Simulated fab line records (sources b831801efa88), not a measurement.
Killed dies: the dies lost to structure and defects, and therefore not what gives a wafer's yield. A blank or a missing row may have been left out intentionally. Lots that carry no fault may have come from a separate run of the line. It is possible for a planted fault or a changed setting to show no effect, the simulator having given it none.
fab line records ; flow sky130
record: lots: 6; wafers: 16; last_day: 50
route steps=708 shown LDD_LDN@300 SPACER@304 POLY_CUT@307
lots that met no fault: from a run of the same line without faults
start_h: the number of hours between the record's first day and the start of the first shown wafer of the lot ; wait_h: hours since the lot's step before ; " as in the row above ; L1.1+2: a row that stands for several wafers ; - no value, or no start was given ; * or withheld: withheld ; < > ~ a bound
route shown NAME@n: NAME is a module with steps in the file, n the number in the route of the first one ; usual: mean/standard deviation of fault-free wafers ; same: alike in all rows ; chamber/n: place in a boat ; sites: the reading at each site ; _std_site: standard deviation across them ; _edge_site: inner sites' mean taken away from outer sites' mean ; radius_mm: how far each site lies from the wafer's centre ; mask NAME#n: copy n ; behind: the most recent tool/chamber to have shaped the wafer ; hold: reason for holding the lot/hours on hold/outcome of the hold ; device: whichever transistor did not switch (one of n, p or np) ; end of line: the route-end tests of the same wafers ; where a step has no rows: the recipe by itself ; killed: count of dies lost to structure and defects at first sort (not the wafer's yield) ; map: a wafer's dies, x killed, . not, _ none there
set.NAME: the setting that was run; set.NAME@STEP: the one run at that earlier step ; model.NAME: the simulator's own value behind a step, which no gauge read
lots seen at some steps along the route; tables by step, rows by wafer
services: when a tool's chamber went out of use (start_h, in hours from the record's first day, below 0 if earlier), for how many hours, and the reason
== steps ==
step: SKY_LDD_LDN_IMPLANT_11
recipe: species: As; energy_kev: 15; dose_cm2: 1.25e+13; tilt_deg: withheld; rotation_deg: 293
step: SKY_LDD_LDN_STRIP_12
recipe: chemistry: O2/N2; power_w: 1400; pressure_mtorr: 1500; platen_temp_c: withheld; o2_flow_sccm: 3000; n2_flow_sccm: 300; overash_fraction: 0.5
usual: drypump_motor_current_A: 5.50/0.25; oes_product_au: 0.715/0.0041; strip_time_to_endpoint_s: 14.18/0.037
lot.wafer;tool;chamber;start_h;wait_h;drypump_motor_current_A;oes_product_au;rf_hours_counter_h;strip_time_to_endpoint_s
L436.1;plasma_asher-02;0;541.06;0.1;5.87;0.719;11;14.16
L436.2;plasma_asher-02;1;541.06;0.1;5.09;0.718;11;14.16
L436.3;plasma_asher-02;0;541.06;0.1;5.87;0.710;-;14.15
L442.1;plasma_asher-03;0;605.67;0.1;5.74;0.709;89;14.17
L442.3;plasma_asher-03;1;605.67;0.1;5.49;0.721;-;14.13
L442.5;plasma_asher-03;0;605.67;0.1;5.75;0.714;-;14.19
L443.2;plasma_asher-03;0;617.76;0.1;5.72;0.716;90;14.13
L443.5;plasma_asher-03;1;617.76;0.1;5.44;0.708;-;14.16
L444.5;plasma_asher-02;1;626.81;0.1;5.10;0.709;-;14.21
L444.6;plasma_asher-02;0;626.81;0.1;5.88;0.715;-;14.20
L455.1;plasma_asher-03;0;708.82;0.1;5.72;0.715;99;14.22
L455.3;plasma_asher-03;0;708.82;0.1;5.72;0.716;-;14.21
L455.5;plasma_asher-03;0;708.82;0.1;5.73;0.711;-;14.19
L456.2;plasma_asher-03;0;711.81;0.1;5.72;0.713;100;14.14
L456.4;plasma_asher-03;0;711.81;0.1;5.76;0.714;-;14.14
L456.5;plasma_asher-03;1;711.81;0.1;5.48;0.714;-;14.11
step: SKY_LDD_LDN_TW_MEAS_13
usual: LDD_LDN_TW: 1480/17
lot.wafer;tool;chamber;start_h;wait_h;LDD_LDN_TW
L436.1;film_metro-03;-;541.16;0.1;1456
L436.2;film_metro-03;-;541.16;0.1;1458
L436.3;film_metro-03;-;541.16;0.1;1469
L442.1;film_metro-03;-;605.77;0.1;1464
L442.3;film_metro-03;-;605.77;0.1;1466
L442.5;film_metro-03;-;605.77;0.1;1458
L443.2;film_metro-03;-;617.87;0.1;1467
L443.5;film_metro-03;-;617.87;0.1;1464
L444.5;film_metro-04;-;626.88;0.0;1487
L444.6;film_metro-04;-;626.88;0.0;1493
L455.1;film_metro-03;-;708.92;0.1;1453
L455.3;film_metro-03;-;708.92;0.1;1461
L455.5;film_metro-03;-;708.92;0.1;1459
L456.2;film_metro-03;-;711.92;0.1;1455
L456.4;film_metro-03;-;711.92;0.1;1460
L456.5;film_metro-03;-;711.92;0.1;1472
step: SKY_LDD_LDN_CLEAN_14
recipe: chemistry: SC1/SC2; mix: 1:4:20; temp_c: 70; time_s: 150; dry: n2_spin
step: SKY_SPACER_CVD_00
recipe: material: Si3N4; precursor: DCS/NH3; target_thk_nm: 43.1; temp_c: 770; time_s: 740; pressure_mtorr: 250
step: SKY_SPACER_THK_MEAS_01
recipe: reads: Si3N4_of_SPACER_CVD_00
usual: SPACER_CVD_00_THK: 43.1/0.45
lot.wafer;tool;chamber;start_h;wait_h;SPACER_CVD_00_THK[nm]
L436.1;film_metro-02;-;543.08;0.0;44.0
L436.2;film_metro-02;-;543.08;0.0;43.9
L436.3;film_metro-02;-;543.08;0.0;43.7
L442.1;film_metro-02;-;608.08;0.0;43.2
L442.3;film_metro-02;-;608.08;0.0;43.3
L442.5;film_metro-02;-;608.08;0.0;43.2
L443.2;film_metro-01;-;619.18;0.0;42.0
L443.5;film_metro-01;-;619.18;0.0;42.3
L444.5;film_metro-02;-;628.65;0.0;42.5
L444.6;film_metro-02;-;628.65;0.0;42.7
L455.1;film_metro-01;-;710.90;0.0;43.3
L455.3;film_metro-01;-;710.90;0.0;43.1
L455.5;film_metro-01;-;710.90;0.0;43.4
L456.2;film_metro-02;-;713.47;0.0;43.3
L456.4;film_metro-02;-;713.47;0.0;43.6
L456.5;film_metro-02;-;713.47;0.0;43.4
step: SKY_SPACER_ETCHBACK_02
recipe: chemistry: CH3F/O2; target: Si3N4; stop_on: SiO2; source_w: 400; bias_w: 80; pressure_mtorr: 25; ch3f_flow_sccm: 40; O2_flow_sccm: 30; time_s: 46.7; target_depth_a: 450
usual: drypump_motor_current_A: 5.8/0.57; oes_product_au: 0.855/0.0069; throttle_valve_pct: 10.562/0.0098
lot.wafer;tool;chamber;start_h;wait_h;drypump_motor_current_A;oes_product_au;rf_hours_counter_h;throttle_valve_pct
L436.1;rie_diel-03;3;543.14;0.1;5.5;0.861;4;10.578
L436.2;rie_diel-03;1;543.14;0.1;5.1;0.863;59;10.558
L436.3;rie_diel-03;2;543.14;0.1;6.8;0.859;59;10.563
L442.1;rie_diel-02;3;608.14;0.1;6.2;0.855;1;10.550
L442.3;rie_diel-02;2;608.14;0.1;5.0;0.853;2;10.572
L442.5;rie_diel-02;1;608.14;0.1;5.3;0.853;-;10.566
L443.2;rie_diel-03;3;619.23;0.0;5.5;0.845;6;10.558
L443.5;rie_diel-03;0;619.23;0.0;5.8;0.845;-;10.549
L444.5;rie_diel-03;2;628.69;0.0;6.7;0.846;-;10.559
L444.6;rie_diel-03;1;628.69;0.0;5.1;0.841;-;10.572
L455.1;rie_diel-03;2;710.96;0.1;6.7;0.863;0;10.562
L455.3;rie_diel-03;3;710.96;0.1;5.4;0.854;8;10.565
L455.5;rie_diel-03;1;710.96;0.1;5.1;0.855;-;10.565
L456.2;rie_diel-03;2;713.52;0.0;6.7;0.857;0;10.570
L456.4;rie_diel-03;1;713.52;0.0;5.1;0.856;1;10.571
L456.5;rie_diel-03;3;713.52;0.0;5.5;0.867;-;10.560
step: SKY_POLY_CUT_DEHYDRATE_00
recipe: temp_c: 200; time_s: 60
step: SKY_POLY_CUT_HMDS_01
recipe: prime_time_s: 60; prime_temp_c: 120
step: SKY_POLY_CUT_COAT_02
recipe: resist: BARC; temp_c: withheld; time_s: withheld; spin_rpm: 3000; resist_thk_nm: 60
step: SKY_POLY_CUT_COAT_03
recipe: resist: KrF-thick; spin_rpm: 3000; resist_thk_nm: 450
step: SKY_POLY_CUT_SOFTBAKE_04
recipe: temp_c: 100; time_s: 90; resist: KrF-thick
step: SKY_POLY_CUT_EXPOSE_05
recipe: mask_id: NPCM; na: 0.8; source_shape: annular; sigma_inner: 0.55; sigma_outer: 0.85; target_cd_nm: 270; dose_mj: 32
same: sigma_outer: 0.85
lot.wafer;tool;chamber;start_h;wait_h;mask
L436.1+2+3;krf_scanner-02;0;558.56;-;NPCM#0
L442.1+3+5;krf_scanner-01;0;622.66;-;NPCM#0
L443.2+5;krf_scanner-02;0;633.37;-;NPCM#0
L444.5+6;krf_scanner-02;0;643.41;-;NPCM#0
L455.1+3+5;krf_scanner-01;0;724.71;-;NPCM#0
L456.2+4+5;krf_scanner-01;0;727.36;-;NPCM#0
step: SKY_POLY_CUT_PEB_06
recipe: peb_temp_c: withheld; peb_time_s: withheld; resist: KrF-thick
step: SKY_POLY_CUT_DEVELOP_07
recipe: develop_time_s: 60; resist: KrF-thick; dev_temp_c: 21
step: SKY_POLY_CUT_CD_MEAS_08
recipe: target_cd_nm: 270
usual: cd_nm: 269.6/1.2
lot.wafer;tool;chamber;start_h;wait_h;cd_nm
L436.1;cd_sem-01;-;573.74;-;267.0
L436.2;cd_sem-01;-;573.74;-;269.6
L436.3;cd_sem-01;-;573.74;-;270.3
L442.1;cd_sem-01;-;637.29;-;268.5
L442.3;cd_sem-01;-;637.29;-;268.4
L442.5;cd_sem-01;-;637.29;-;269.8
L443.2;cd_sem-01;-;648.00;-;271.3
L443.5;cd_sem-01;-;648.00;-;262.2
L444.5;cd_sem-02;-;657.84;-;263.7
L444.6;cd_sem-02;-;657.84;-;264.2
L455.1;cd_sem-02;-;738.21;-;270.1
L455.3;cd_sem-02;-;738.21;-;271.1
L455.5;cd_sem-02;-;738.21;-;270.0
L456.2;cd_sem-01;-;740.90;-;269.9
L456.4;cd_sem-01;-;740.90;-;269.9
L456.5;cd_sem-01;-;740.90;-;270.1
step: SKY_POLY_CUT_OVL_MEAS_09
usual: POLY_CUT_OVL: -2/4.3
lot.wafer;tool;chamber;start_h;wait_h;POLY_CUT_OVL[nm]
L436.1;overlay-02;-;573.86;0.1;3
L436.2;overlay-02;-;573.86;0.1;-2
L436.3;overlay-02;-;573.86;0.1;7
L442.1;overlay-01;-;637.41;0.1;-3
L442.3;overlay-01;-;637.41;0.1;4
L442.5;overlay-01;-;637.41;0.1;5
L443.2;overlay-02;-;648.11;0.1;-2
L443.5;overlay-02;-;648.11;0.1;-10
L444.5;overlay-02;-;657.90;0.0;0
L444.6;overlay-02;-;657.90;0.0;-1
L455.1;overlay-01;-;738.33;0.1;-7
L455.3;overlay-01;-;738.33;0.1;0
L455.5;overlay-01;-;738.33;0.1;0
L456.2;overlay-02;-;741.01;0.1;0
L456.4;overlay-02;-;741.01;0.1;1
L456.5;overlay-02;-;741.01;0.1;0
step: SKY_POLY_CUT_ETCH_10
recipe: chemistry: N2/H2; target: BARC; ion_energy_ev: 200; source_w: 500; bias_w: 100; pressure_mtorr: 30; n2_flow_sccm: 100; h2_flow_sccm: 200; stop_on: SiO2; time_s: 45.9; target_depth_a: 600
usual: drypump_motor_current_A: 5.7/0.47; oes_product_au: 0.855/0.005; throttle_valve_pct: 13.226/0.0079
lot.wafer;tool;chamber;start_h;wait_h;drypump_motor_current_A;oes_product_au;rf_hours_counter_h;throttle_valve_pct;model.POLY_CUT.cd_nm
L436.1;rie_diel-04;0;573.89;0.0;5.8;0.857;4;13.233;266.9
L436.2;rie_diel-04;3;573.89;0.0;6.0;0.855;15;13.224;269.1
L436.3;rie_diel-04;1;573.89;0.0;5.9;0.854;4;13.233;270.8
L442.1;rie_diel-04;1;637.44;0.0;5.9;0.853;5;13.209;269.8
L442.3;rie_diel-04;0;637.44;0.0;5.8;0.863;6;13.235;268.7
L442.5;rie_diel-04;3;637.44;0.0;6.0;0.858;-;13.224;270.2
L443.2;rie_diel-02;3;648.14;0.0;6.2;0.861;2;13.222;270.7
L443.5;rie_diel-02;2;648.14;0.0;5.0;0.847;-;13.229;262.1
L444.5;rie_diel-02;0;657.93;0.0;5.5;0.858;-;13.228;264.1
L444.6;rie_diel-02;1;657.93;0.0;5.3;0.849;-;13.223;264.9
L455.1;rie_diel-04;2;738.36;0.0;5.9;0.859;2;13.234;270.6
L455.3;rie_diel-04;0;738.36;0.0;5.8;0.856;9;13.223;270.9
L455.5;rie_diel-04;3;738.36;0.0;6.0;0.855;-;13.215;270.2
L456.2;rie_diel-02;0;741.04;0.0;5.5;0.849;2;13.214;270.9
L456.4;rie_diel-02;1;741.04;0.0;5.4;0.846;4;13.216;270.4
L456.5;rie_diel-02;0;741.04;0.0;5.4;0.857;-;13.227;270.6
step: SKY_POLY_CUT_ETCH_11
recipe: target: Si3N4; chemistry: CF4/CH2F2/Ar; stop_on: poly-Si; source_w: 600; bias_w: 150; pressure_mtorr: 40; cf4_flow_sccm: 40; ch2f2_flow_sccm: 20; Ar_flow_sccm: 150; time_s: 42.5; target_depth_a: 600
usual: cf4_flow_sccm: 39.99/0.12; drypump_motor_current_A: 5.7/0.46; oes_product_au: 0.828/0.006; throttle_valve_pct: 14.994/0.01
lot.wafer;tool;chamber;start_h;wait_h;cf4_flow_sccm;drypump_motor_current_A;oes_product_au;rf_hours_counter_h;throttle_valve_pct;model.POLY_CUT.cd_nm
L436.1;rie_diel-04;0;573.93;0.0;40.10;5.8;0.834;4;14.994;266.9
L436.2;rie_diel-04;3;573.93;0.0;40.09;6.0;0.831;15;14.974;269.1
L436.3;rie_diel-04;1;573.93;0.0;39.94;5.9;0.823;4;14.991;270.9
L442.1;rie_diel-04;1;637.48;0.0;39.99;5.9;0.831;5;14.990;269.9
L442.3;rie_diel-04;0;637.48;0.0;40.19;5.8;0.825;6;14.997;268.7
L442.5;rie_diel-04;3;637.48;0.0;39.96;6.0;0.828;-;15.009;270.2
L443.2;rie_diel-02;3;648.18;0.0;39.92;6.1;0.829;2;15.002;270.7
L443.5;rie_diel-02;2;648.18;0.0;39.96;5.0;0.821;-;14.993;262.2
L444.5;rie_diel-02;0;657.97;0.0;40.05;5.5;0.819;-;14.986;264.1
L444.6;rie_diel-02;1;657.97;0.0;39.84;5.4;0.828;-;14.996;264.9
L455.1;rie_diel-04;2;738.40;0.0;39.93;5.9;0.817;2;14.983;270.6
L455.3;rie_diel-04;0;738.40;0.0;40.10;5.8;0.815;9;14.982;270.9
L455.5;rie_diel-04;3;738.40;0.0;40.06;6.0;0.815;-;14.983;270.2
L456.2;rie_diel-02;0;741.08;0.0;39.98;5.5;0.826;2;14.997;270.9
L456.4;rie_diel-02;1;741.08;0.0;40.06;5.3;0.830;4;14.993;270.4
L456.5;rie_diel-02;0;741.08;0.0;39.99;5.4;0.834;-;14.982;270.6
step: SKY_POLY_CUT_STRIP_12
recipe: chemistry: O2/N2; power_w: 1400; pressure_mtorr: 1500; platen_temp_c: withheld; o2_flow_sccm: 3000; n2_flow_sccm: 300; overash_fraction: 0.5
usual: drypump_motor_current_A: 5.7/0.35; oes_product_au: 0.452/0.0046; strip_time_to_endpoint_s: 5.359/0.015
lot.wafer;tool;chamber;start_h;wait_h;drypump_motor_current_A;oes_product_au;rf_hours_counter_h;strip_time_to_endpoint_s
L436.1;plasma_asher-02;0;573.98;0.0;5.9;0.447;15;5.373
L436.2;plasma_asher-02;1;573.98;0.0;5.1;0.449;15;5.354
L436.3;plasma_asher-02;0;573.98;0.0;5.9;0.457;-;5.356
L442.1;plasma_asher-03;0;637.53;0.0;5.7;0.451;92;5.338
L442.3;plasma_asher-03;0;637.53;0.0;5.7;0.450;-;5.361
L442.5;plasma_asher-03;0;637.53;0.0;5.7;0.450;-;5.344
L443.2;plasma_asher-02;0;648.22;0.0;5.9;0.460;22;5.343
L443.5;plasma_asher-02;0;648.22;0.0;5.9;0.451;-;5.372
L444.5;plasma_asher-03;1;658.06;0.1;5.5;0.459;-;5.353
L444.6;plasma_asher-03;0;658.06;0.1;5.7;0.453;-;5.332
L455.1;plasma_asher-04;0;738.45;0.0;5.8;0.457;62;5.345
L455.3;plasma_asher-04;0;738.45;0.0;5.8;0.449;-;5.366
L455.5;plasma_asher-04;0;738.45;0.0;5.8;0.456;-;5.327
L456.2;plasma_asher-04;1;741.12;0.0;6.2;0.445;62;5.375
L456.4;plasma_asher-04;1;741.12;0.0;6.2;0.452;-;5.370
L456.5;plasma_asher-04;1;741.12;0.0;6.2;0.444;-;5.358
== services ==
tool;chamber;start_h;hours;kind
krf_scanner-02;-;517.61;0.8;pm
krf_scanner-02;-;544.83;4.4;pm
rie_diel-04;2;552.23;3.4;repair
plasma_asher-02;-;559.34;2.8;pm
rie_diel-03;0;568.64;2.9;repair
krf_scanner-01;-;569.38;0.8;pm
krf_scanner-02;-;581.63;4.9;repair
rie_diel-04;3;601.84;13.1;repair
krf_scanner-02;-;603.51;3.2;repair
plasma_asher-02;-;604.04;1.7;repair
krf_scanner-02;-;609.82;1.3;pm
rie_diel-03;1;614.48;3.2;repair
rie_diel-02;2;632.60;3.4;repair
krf_scanner-02;-;636.40;1.0;pm
krf_scanner-01;-;646.76;1.0;pm
krf_scanner-01;-;673.43;35.9;repair
rie_diel-03;2;677.78;10.6;repair
rie_diel-04;-;704.32;1.8;repair
krf_scanner-01;-;709.36;1.3;pm
krf_scanner-02;-;710.66;0.8;pm
rie_diel-04;1;725.24;15.6;repair
rie_diel-04;2;730.34;5.1;repair
plasma_asher-03;-;733.75;9.0;pm
krf_scanner-01;-;738.18;0.8;pm
== key ==
first_sign: step: SKY_POLY_CUT_CD_MEAS_08; reading: cd_nm; direction: down; sigmas: 5.1; usual: 269.6; struck: 263.3
effect none on later readings
model_effect: step: SKY_POLY_CUT_ETCH_10; value: POLY_CUT.cd_nm; without: 271.5; struck: 263.7
model_effect: step: SKY_POLY_CUT_ETCH_11; value: POLY_CUT.cd_nm; without: 271.5; struck: 263.8
met_at SKY_POLY_CUT_EXPOSE_05
struck_wafers L443.5,L444.5,L444.6
tester_left_out L443,L444
onset_between 558.56 633.37
fault: kind: process_parameter_drift; tool: krf_scanner-02; chamber: -; onset_h: 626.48; steps: SKY_POLY_CUT_EXPOSE_05; channel: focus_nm; offset: 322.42; shape: step; end_h: 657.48; scope: struck_wafers_only
tester_left_out: of these lots the tester's yield and bins aren't shown, on N5 and GAA mostly nor the transistor test; their killed dies are dies lost to structure and defects alone, not to doping, threshold or leakage, so they don't give the yield
